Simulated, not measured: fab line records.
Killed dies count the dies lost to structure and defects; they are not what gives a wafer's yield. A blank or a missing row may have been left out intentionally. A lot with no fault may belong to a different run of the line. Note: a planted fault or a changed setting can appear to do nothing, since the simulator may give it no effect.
fab line records :: flow sky130
[record]
  lots = 5
  wafers = 14
  last_day = 50
route steps=708 shown LDD_N@249 LDD_P@255 PAD_OPEN@708
lots that met no fault: taken from a fault-free run of the same line
start_h: hours from the record's first day to the start of the lot's first wafer shown :: wait_h: how many hours have passed since the lot's step before this one :: " the same as in the row above :: L1.1+2: one row covering several wafers at once :: - either no value or no given start :: * or withheld: withheld :: < > ~ a bound
route shown NAME@n: names a module that has steps shown in the file, with the first one's number in the route :: usual: mean and standard deviation over wafers with no fault :: same: alike in all rows :: chamber/n: place in a boat :: sites: the reading at each site :: _std_site: the values' standard deviation :: _edge_site: the outer-site mean with the inner-site mean subtracted :: radius_mm: how far each site lies from the wafer's centre :: mask NAME#n: copy n :: behind: tool/chamber where the wafer was last shaped :: hold: what put the lot on hold/how long, in hours/how the hold closed :: device: the n, p or np transistor that did not switch :: end of line: tests of these same wafers at the route's end :: a step given without rows: its recipe and nothing more :: killed: at the first sort, the dies lost to defects and structure; wafer yield is something else :: map: the dies of a wafer, with x for killed, . for not killed, _ for no die there
set.NAME: the setting as run; set.NAME@STEP: as run at that earlier step :: model.NAME: the simulator's own value behind a step, which no gauge read
lots at some steps of the route; a table a step, a row a wafer
services: the hour from which a tool's chamber was out of use, counted from the record's first day as start_h (under 0 if before that day), plus the number of hours and why
[[steps]]
[step SKY_LDD_N_IMPLANT_12]
[recipe]
  species = BF2
  energy_kev = 50
  dose_cm2 = 5e+12
  tilt_deg = 30
  rotation_deg = 0
[step SKY_LDD_N_IMPLANT_13]
[recipe]
  species = BF2
  energy_kev = 50
  dose_cm2 = 5e+12
  tilt_deg = 30
  rotation_deg = 90
[step SKY_LDD_N_IMPLANT_14]
[recipe]
  species = BF2
  energy_kev = 50
  dose_cm2 = 5e+12
  tilt_deg = 30
  rotation_deg = 180
[step SKY_LDD_N_IMPLANT_15]
[recipe]
  species = BF2
  energy_kev = 50
  dose_cm2 = 5e+12
  tilt_deg = 30
  rotation_deg = 270
[step SKY_LDD_N_STRIP_16]
[recipe]
  chemistry = O2/N2
  power_w = 1400
  pressure_mtorr = 1500
  platen_temp_c = withheld
  o2_flow_sccm = 3000
  n2_flow_sccm = 300
  overash_fraction = 0.5
[usual]
  drypump_motor_current_A = 5.7/0.5
  oes_product_au = 0.406/0.0047
  strip_time_to_endpoint_s = 4.311/0.016
lot.wafer: L340.1
tool: plasma_asher-02
chamber: 0
start_h: 404.40
wait_h: 0.1
drypump_motor_current_A: 5.5
oes_product_au: 0.399
rf_hours_counter_h: 71
strip_time_to_endpoint_s: 4.296

lot.wafer: L340.4
tool: plasma_asher-02
chamber: 0
start_h: 404.40
wait_h: 0.1
drypump_motor_current_A: 5.5
oes_product_au: 0.414
rf_hours_counter_h: -
strip_time_to_endpoint_s: 4.281

lot.wafer: L340.6
tool: plasma_asher-02
chamber: 0
start_h: 404.40
wait_h: 0.1
drypump_motor_current_A: 5.5
oes_product_au: 0.404
rf_hours_counter_h: -
strip_time_to_endpoint_s: 4.304

lot.wafer: L350.2
tool: plasma_asher-02
chamber: 1
start_h: 491.20
wait_h: 0.1
drypump_motor_current_A: 5.4
oes_product_au: 0.397
rf_hours_counter_h: 6
strip_time_to_endpoint_s: 4.316

lot.wafer: L350.5
tool: plasma_asher-02
chamber: 0
start_h: 491.20
wait_h: 0.1
drypump_motor_current_A: 5.5
oes_product_au: 0.409
rf_hours_counter_h: -
strip_time_to_endpoint_s: 4.319

lot.wafer: L357.1
tool: plasma_asher-03
chamber: 1
start_h: 552.65
wait_h: 0.1
drypump_motor_current_A: 5.4
oes_product_au: 0.405
rf_hours_counter_h: 73
strip_time_to_endpoint_s: 4.311

lot.wafer: L357.2
tool: plasma_asher-03
chamber: 0
start_h: 552.65
wait_h: 0.1
drypump_motor_current_A: 6.5
oes_product_au: 0.404
rf_hours_counter_h: 73
strip_time_to_endpoint_s: 4.307

lot.wafer: L357.3
tool: plasma_asher-03
chamber: 0
start_h: 552.65
wait_h: 0.1
drypump_motor_current_A: 6.4
oes_product_au: 0.407
rf_hours_counter_h: -
strip_time_to_endpoint_s: 4.314

lot.wafer: L358.1
tool: plasma_asher-01
chamber: 1
start_h: 563.20
wait_h: 0.1
drypump_motor_current_A: 5.4
oes_product_au: 0.408
rf_hours_counter_h: 44
strip_time_to_endpoint_s: 4.325

lot.wafer: L358.2
tool: plasma_asher-01
chamber: 0
start_h: 563.20
wait_h: 0.1
drypump_motor_current_A: 6.6
oes_product_au: 0.406
rf_hours_counter_h: 44
strip_time_to_endpoint_s: 4.313

lot.wafer: L358.5
tool: plasma_asher-01
chamber: 0
start_h: 563.20
wait_h: 0.1
drypump_motor_current_A: 6.6
oes_product_au: 0.417
rf_hours_counter_h: -
strip_time_to_endpoint_s: 4.308

lot.wafer: L360.4
tool: plasma_asher-02
chamber: 1
start_h: 575.69
wait_h: 0.1
drypump_motor_current_A: 5.4
oes_product_au: 0.407
rf_hours_counter_h: -
strip_time_to_endpoint_s: 4.327

lot.wafer: L360.5
tool: plasma_asher-02
chamber: 1
start_h: 575.69
wait_h: 0.1
drypump_motor_current_A: 5.4
oes_product_au: 0.405
rf_hours_counter_h: -
strip_time_to_endpoint_s: 4.333

lot.wafer: L360.6
tool: plasma_asher-02
chamber: 0
start_h: 575.69
wait_h: 0.1
drypump_motor_current_A: 5.5
oes_product_au: 0.403
rf_hours_counter_h: -
strip_time_to_endpoint_s: 4.341
[step SKY_LDD_N_TW_MEAS_17]
[usual]
  LDD_N_TW = 2581/17
lot.wafer: L340.1
tool: film_metro-02
chamber: -
start_h: 404.50
wait_h: 0.1
LDD_N_TW: 2562

lot.wafer: L340.4
tool: film_metro-02
chamber: -
start_h: 404.50
wait_h: 0.1
LDD_N_TW: 2580

lot.wafer: L340.6
tool: film_metro-02
chamber: -
start_h: 404.50
wait_h: 0.1
LDD_N_TW: 2577

lot.wafer: L350.2
tool: film_metro-04
chamber: -
start_h: 491.31
wait_h: 0.1
LDD_N_TW: 2557

lot.wafer: L350.5
tool: film_metro-04
chamber: -
start_h: 491.31
wait_h: 0.1
LDD_N_TW: 2576

lot.wafer: L357.1
tool: film_metro-04
chamber: -
start_h: 552.75
wait_h: 0.1
LDD_N_TW: 2553

lot.wafer: L357.2
tool: film_metro-04
chamber: -
start_h: 552.75
wait_h: 0.1
LDD_N_TW: 2547

lot.wafer: L357.3
tool: film_metro-04
chamber: -
start_h: 552.75
wait_h: 0.1
LDD_N_TW: 2540

lot.wafer: L358.1
tool: film_metro-01
chamber: -
start_h: 563.30
wait_h: 0.1
LDD_N_TW: 2604

lot.wafer: L358.2
tool: film_metro-01
chamber: -
start_h: 563.30
wait_h: 0.1
LDD_N_TW: 2610

lot.wafer: L358.5
tool: film_metro-01
chamber: -
start_h: 563.30
wait_h: 0.1
LDD_N_TW: 2597

lot.wafer: L360.4
tool: film_metro-04
chamber: -
start_h: 575.78
wait_h: 0.1
LDD_N_TW: 2533

lot.wafer: L360.5
tool: film_metro-04
chamber: -
start_h: 575.78
wait_h: 0.1
LDD_N_TW: 2539

lot.wafer: L360.6
tool: film_metro-04
chamber: -
start_h: 575.78
wait_h: 0.1
LDD_N_TW: 2553
[step SKY_LDD_P_DEHYDRATE_00]
[recipe]
  temp_c = 200
  time_s = 60
[step SKY_LDD_P_HMDS_01]
[recipe]
  prime_time_s = 60
  prime_temp_c = 120
[step SKY_LDD_P_COAT_02]
[recipe]
  resist = NOVOLAK
  spin_rpm = 3000
  resist_thk_nm = 1140
[step SKY_LDD_P_SOFTBAKE_03]
[recipe]
  temp_c = 90
  time_s = 60
  resist = NOVOLAK
[step SKY_LDD_P_EXPOSE_04]
[recipe]
  mask_id = PSDM
  na = 0.6
  source_shape = conventional
  sigma_outer = 0.6
  polarization = unpolarized
  target_cd_nm = 380
  dose_mj = 138
[step SKY_LDD_P_PEB_05]
[recipe]
  temp_c = withheld
  time_s = *
  resist = NOVOLAK
[step SKY_LDD_P_DEVELOP_06]
[recipe]
  resist = NOVOLAK
  developer = TMAH
  develop_time_s = 60
  dev_temp_c = 23
[usual]
  developer_temp_C = 23.00/0.11
lot.wafer: L340.1
tool: litho_track-03
chamber: 0
start_h: 434.27
wait_h: 0.1
developer_temp_C: 23.12

lot.wafer: L340.4
tool: litho_track-03
chamber: 0
start_h: 434.27
wait_h: 0.1
developer_temp_C: 23.10

lot.wafer: L340.6
tool: litho_track-03
chamber: 0
start_h: 434.27
wait_h: 0.1
developer_temp_C: 23.01

lot.wafer: L350.2
tool: litho_track-02
chamber: 0
start_h: 520.96
wait_h: 0.1
developer_temp_C: 22.91

lot.wafer: L350.5
tool: litho_track-02
chamber: 0
start_h: 520.96
wait_h: 0.1
developer_temp_C: 22.92

lot.wafer: L357.1
tool: litho_track-03
chamber: 0
start_h: 581.67
wait_h: 0.1
developer_temp_C: 23.11

lot.wafer: L357.2
tool: litho_track-03
chamber: 0
start_h: 581.67
wait_h: 0.1
developer_temp_C: 23.00

lot.wafer: L357.3
tool: litho_track-03
chamber: 0
start_h: 581.67
wait_h: 0.1
developer_temp_C: 22.92

lot.wafer: L358.1
tool: litho_track-02
chamber: 0
start_h: 592.03
wait_h: 0.1
developer_temp_C: 23.06

lot.wafer: L358.2
tool: litho_track-02
chamber: 0
start_h: 592.03
wait_h: 0.1
developer_temp_C: 22.97

lot.wafer: L358.5
tool: litho_track-02
chamber: 0
start_h: 592.03
wait_h: 0.1
developer_temp_C: 22.84

lot.wafer: L360.4
tool: litho_track-03
chamber: 0
start_h: 603.74
wait_h: 0.1
developer_temp_C: 23.09

lot.wafer: L360.5
tool: litho_track-03
chamber: 0
start_h: 603.74
wait_h: 0.1
developer_temp_C: 23.11

lot.wafer: L360.6
tool: litho_track-03
chamber: 0
start_h: 603.74
wait_h: 0.1
developer_temp_C: 22.96
[step SKY_LDD_P_CD_MEAS_07]
[recipe]
  target_cd_nm = 380
[usual]
  cd_nm = 379.7/2.3
lot.wafer: L340.1
tool: cd_sem-01
chamber: -
start_h: 434.42
wait_h: 0.1
cd_nm: 378.0

lot.wafer: L340.4
tool: cd_sem-01
chamber: -
start_h: 434.42
wait_h: 0.1
cd_nm: 377.8

lot.wafer: L340.6
tool: cd_sem-01
chamber: -
start_h: 434.42
wait_h: 0.1
cd_nm: 378.5

lot.wafer: L350.2
tool: cd_sem-02
chamber: -
start_h: 521.10
wait_h: 0.1
cd_nm: 420.8

lot.wafer: L350.5
tool: cd_sem-02
chamber: -
start_h: 521.10
wait_h: 0.1
cd_nm: 380.3

lot.wafer: L357.1
tool: cd_sem-01
chamber: -
start_h: 581.82
wait_h: 0.1
cd_nm: 379.4

lot.wafer: L357.2
tool: cd_sem-01
chamber: -
start_h: 581.82
wait_h: 0.1
cd_nm: 382.4

lot.wafer: L357.3
tool: cd_sem-01
chamber: -
start_h: 581.82
wait_h: 0.1
cd_nm: 378.2

lot.wafer: L358.1
tool: cd_sem-01
chamber: -
start_h: 592.18
wait_h: 0.1
cd_nm: 378.4

lot.wafer: L358.2
tool: cd_sem-01
chamber: -
start_h: 592.18
wait_h: 0.1
cd_nm: 373.8

lot.wafer: L358.5
tool: cd_sem-01
chamber: -
start_h: 592.18
wait_h: 0.1
cd_nm: 379.0

lot.wafer: L360.4
tool: cd_sem-02
chamber: -
start_h: 603.88
wait_h: 0.1
cd_nm: 379.9

lot.wafer: L360.5
tool: cd_sem-02
chamber: -
start_h: 603.88
wait_h: 0.1
cd_nm: 380.2

lot.wafer: L360.6
tool: cd_sem-02
chamber: -
start_h: 603.88
wait_h: 0.1
cd_nm: 377.2
[step SKY_LDD_P_OVL_MEAS_08]
[usual]
  LDD_P_OVL = -1.8/1.4
lot.wafer: L340.1
tool: overlay-01
chamber: -
start_h: 434.54
wait_h: 0.1
LDD_P_OVL[nm]: 0.1

lot.wafer: L340.4
tool: overlay-01
chamber: -
start_h: 434.54
wait_h: 0.1
LDD_P_OVL[nm]: -0.9

lot.wafer: L340.6
tool: overlay-01
chamber: -
start_h: 434.54
wait_h: 0.1
LDD_P_OVL[nm]: -0.6

lot.wafer: L350.2
tool: overlay-01
chamber: -
start_h: 521.21
wait_h: 0.1
LDD_P_OVL[nm]: -1.3

lot.wafer: L350.5
tool: overlay-01
chamber: -
start_h: 521.21
wait_h: 0.1
LDD_P_OVL[nm]: -1.4

lot.wafer: L357.1
tool: overlay-01
chamber: -
start_h: 581.94
wait_h: 0.1
LDD_P_OVL[nm]: -0.2

lot.wafer: L357.2
tool: overlay-01
chamber: -
start_h: 581.94
wait_h: 0.1
LDD_P_OVL[nm]: -1.6

lot.wafer: L357.3
tool: overlay-01
chamber: -
start_h: 581.94
wait_h: 0.1
LDD_P_OVL[nm]: -1.9

lot.wafer: L358.1
tool: overlay-02
chamber: -
start_h: 592.30
wait_h: 0.1
LDD_P_OVL[nm]: -2.7

lot.wafer: L358.2
tool: overlay-02
chamber: -
start_h: 592.30
wait_h: 0.1
LDD_P_OVL[nm]: -2.6

lot.wafer: L358.5
tool: overlay-02
chamber: -
start_h: 592.30
wait_h: 0.1
LDD_P_OVL[nm]: -1.3

lot.wafer: L360.4
tool: overlay-01
chamber: -
start_h: 603.95
wait_h: 0.1
LDD_P_OVL[nm]: -2.0

lot.wafer: L360.5
tool: overlay-01
chamber: -
start_h: 603.95
wait_h: 0.1
LDD_P_OVL[nm]: -1.3

lot.wafer: L360.6
tool: overlay-01
chamber: -
start_h: 603.95
wait_h: 0.1
LDD_P_OVL[nm]: -0.6
[step SKY_PAD_OPEN_PROBE_99]
[usual]
  killed_at_M0_to_M3 = 42/6.1
  killed_at_M4_up = 3.4/2
  killed_at_contacts = 23/4.8
  killed_at_front_end = 15/3.8
  killed_at_other = 0.3/0.48
  killed_dies = 84/8.5
  killed_open = 46/6.8
  killed_short = 38/6.2
[same]
  gross_dies = 492
  killed_at_back_side = 0
lot.wafer: L340.1
tool: prober-01
chamber: -
start_h: 1079.44
wait_h: 0.1
killed_at_M0_to_M3: 44
killed_at_M4_up: 4
killed_at_contacts: 21
killed_at_front_end: 15
killed_at_other: 0
killed_dies: 84
killed_open: 42
killed_short: 42

lot.wafer: L340.4
tool: prober-01
chamber: -
start_h: 1079.59
wait_h: 0.2
killed_at_M0_to_M3: 42
killed_at_M4_up: 1
killed_at_contacts: 18
killed_at_front_end: 23
killed_at_other: 0
killed_dies: 84
killed_open: 43
killed_short: 41

lot.wafer: L340.6
tool: prober-01
chamber: -
start_h: 1079.69
wait_h: 0.2
killed_at_M0_to_M3: 45
killed_at_M4_up: 6
killed_at_contacts: 28
killed_at_front_end: 14
killed_at_other: 1
killed_dies: 94
killed_open: 43
killed_short: 51

lot.wafer: L350.2
tool: prober-01
chamber: -
start_h: 1140.64
wait_h: 0.1
killed_at_M0_to_M3: 44
killed_at_M4_up: 2
killed_at_contacts: 27
killed_at_front_end: 19
killed_at_other: 1
killed_dies: 93
killed_open: 60
killed_short: 33

lot.wafer: L350.5
tool: prober-01
chamber: -
start_h: 1140.79
wait_h: 0.2
killed_at_M0_to_M3: 31
killed_at_M4_up: 2
killed_at_contacts: 23
killed_at_front_end: 13
killed_at_other: 0
killed_dies: 69
killed_open: 41
killed_short: 28

lot.wafer: L357.1
tool: prober-02
chamber: -
start_h: 1172.82
wait_h: 0.1
killed_at_M0_to_M3: 40
killed_at_M4_up: 5
killed_at_contacts: 23
killed_at_front_end: 15
killed_at_other: 0
killed_dies: 83
killed_open: 41
killed_short: 42

lot.wafer: L357.2
tool: prober-02
chamber: -
start_h: 1172.87
wait_h: 0.1
killed_at_M0_to_M3: 47
killed_at_M4_up: 5
killed_at_contacts: 15
killed_at_front_end: 13
killed_at_other: 0
killed_dies: 80
killed_open: 45
killed_short: 35

lot.wafer: L357.3
tool: prober-02
chamber: -
start_h: 1172.92
wait_h: 0.2
killed_at_M0_to_M3: 42
killed_at_M4_up: 3
killed_at_contacts: 25
killed_at_front_end: 17
killed_at_other: 0
killed_dies: 87
killed_open: 52
killed_short: 35

lot.wafer: L358.1
tool: prober-02
chamber: -
start_h: 1181.26
wait_h: 0.1
killed_at_M0_to_M3: 41
killed_at_M4_up: 3
killed_at_contacts: 23
killed_at_front_end: 17
killed_at_other: 1
killed_dies: 85
killed_open: 51
killed_short: 34

lot.wafer: L358.2
tool: prober-02
chamber: -
start_h: 1181.31
wait_h: 0.1
killed_at_M0_to_M3: 35
killed_at_M4_up: 4
killed_at_contacts: 20
killed_at_front_end: 12
killed_at_other: 0
killed_dies: 71
killed_open: 40
killed_short: 31

lot.wafer: L358.5
tool: prober-02
chamber: -
start_h: 1181.46
wait_h: 0.2
killed_at_M0_to_M3: 49
killed_at_M4_up: 1
killed_at_contacts: 18
killed_at_front_end: 14
killed_at_other: 0
killed_dies: 82
killed_open: 55
killed_short: 27
// killed by level:class
L340.1 VIA1:geometric_particle:open=10 METAL2:geometric_particle:short=6 VIA1:geometric_particle:short=6 CONTACT:geometric_particle:short=5 VIA2:geometric_particle:open=5 POLY_GATE:geometric_particle:open=4 LI_CONTACT:geometric_particle:open=4 LOCAL_INTERCONNECT:geometric_particle:short=4
L340.4 VIA1:geometric_particle:open=9 VIA1:geometric_particle:short=8 CONTACT:geometric_particle:short=7 POLY_GATE:geometric_particle:short=6 VIA2:geometric_particle:open=6 FIELD_ISO:geometric_particle:short=5 POLY_GATE:geometric_particle:open=5 CONTACT:geometric_particle:open=5
L340.6 LI_CONTACT:geometric_particle:open=8 METAL1:geometric_particle:short=8 VIA1:geometric_particle:open=8 CONTACT:geometric_particle:short=7 METAL2:geometric_particle:short=7 LOCAL_INTERCONNECT:geometric_particle:short=5 CONTACT:geometric_particle:open=5 POLY_GATE:geometric_particle:open=4
L350.2 CONTACT:geometric_particle:open=12 VIA3:geometric_particle:open=10 VIA2:geometric_particle:open=10 LI_CONTACT:geometric_particle:open=9 FIELD_ISO:geometric_particle:open=7 VIA1:geometric_particle:open=6 FIELD_ISO:geometric_particle:short=4 CONTACT:geometric_particle:short=4
L350.5 VIA1:geometric_particle:open=11 CONTACT:geometric_particle:open=10 LI_CONTACT:geometric_particle:open=5 VIA2:geometric_particle:open=5 POLY_GATE:geometric_particle:short=4 METAL2:geometric_particle:short=4 LOCAL_INTERCONNECT:geometric_particle:short=3 METAL1:geometric_particle:short=3
L357.1 VIA1:geometric_particle:open=11 METAL1:geometric_particle:short=7 LI_CONTACT:geometric_particle:open=6 VIA2:geometric_particle:open=6 CONTACT:geometric_particle:short=5 CONTACT:geometric_particle:open=5 METAL4:geometric_particle:short=5 SPACER:geometric_particle:short=4
L357.2 VIA1:geometric_particle:open=15 LI_CONTACT:geometric_particle:open=6 CONTACT:geometric_particle:open=5 METAL2:geometric_particle:short=5 VIA2:geometric_particle:open=5 METAL1:geometric_particle:short=4 VIA1:geometric_particle:short=4 VIA3:geometric_particle:short=4
L357.3 VIA1:geometric_particle:open=13 LOCAL_INTERCONNECT:geometric_particle:short=9 VIA3:geometric_particle:open=8 LI_CONTACT:geometric_particle:open=7 FIELD_ISO:geometric_particle:short=4 CONTACT:geometric_particle:open=4 POLY_GATE:geometric_particle:open=4 VIA2:geometric_particle:open=4
L358.1 VIA1:geometric_particle:open=11 LI_CONTACT:geometric_particle:open=9 VIA2:geometric_particle:open=8 VIA3:geometric_particle:open=8 FIELD_ISO:geometric_particle:short=6 LI_CONTACT:geometric_particle:short=5 FIELD_ISO:geometric_particle:open=4 CONTACT:geometric_particle:short=4
L358.2 CONTACT:geometric_particle:open=8 VIA1:geometric_particle:open=6 VIA2:geometric_particle:short=6 FIELD_ISO:geometric_particle:open=5 LI_CONTACT:geometric_particle:open=5 VIA2:geometric_particle:open=5 VIA3:geometric_particle:open=5 VIA1:geometric_particle:short=4
L358.5 VIA1:geometric_particle:open=13 VIA2:geometric_particle:open=11 CONTACT:geometric_particle:open=9 VIA3:geometric_particle:open=8 FIELD_ISO:geometric_particle:open=6 LI_CONTACT:geometric_particle:open=5 METAL1:geometric_particle:short=5 VIA1:geometric_particle:short=5
[[services]]
tool: plasma_asher-02
chamber: -
start_h: 421.25
hours: 9.0
kind: pm

tool: plasma_asher-02
chamber: 0
start_h: 421.25
hours: 9.0
kind: vent_cycle

tool: plasma_asher-02
chamber: 1
start_h: 421.25
hours: 9.0
kind: vent_cycle

tool: plasma_asher-02
chamber: 0
start_h: 430.25
hours: -
kind: clean

tool: plasma_asher-02
chamber: 1
start_h: 430.25
hours: -
kind: clean

tool: litho_track-02
chamber: -
start_h: 538.91
hours: -
kind: consumable_replace:filter

tool: plasma_asher-02
chamber: -
start_h: 556.41
hours: 12.3
kind: pm

tool: plasma_asher-02
chamber: -
start_h: 576.48
hours: 2.1
kind: repair
[[key]]
[first_sign]
  step = SKY_LDD_P_CD_MEAS_07
  reading = cd_nm
  direction = up
  sigmas = 18
  usual = 379.7
  struck = 420.8
effect none on later readings
met_at SKY_LDD_P_DEVELOP_06
struck_wafers L350.2
tester_left_out L350
[fault]
  kind = process_parameter_drift
  tool = litho_track-02
  chamber = -
  onset_h = 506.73
  steps = SKY_LDD_P_DEVELOP_06
  channel = develop_time_s
  offset = *
  shape = step
  end_h = 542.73
  scope = struck_wafers_only
  acts_in = *
  stated = *
// tester_left_out: of these lots the tester's yield and bins aren't shown, on N5 and GAA mostly nor the transistor test; their killed dies are dies lost to structure and defects alone, not to doping, threshold or leakage, so they don't give the yield
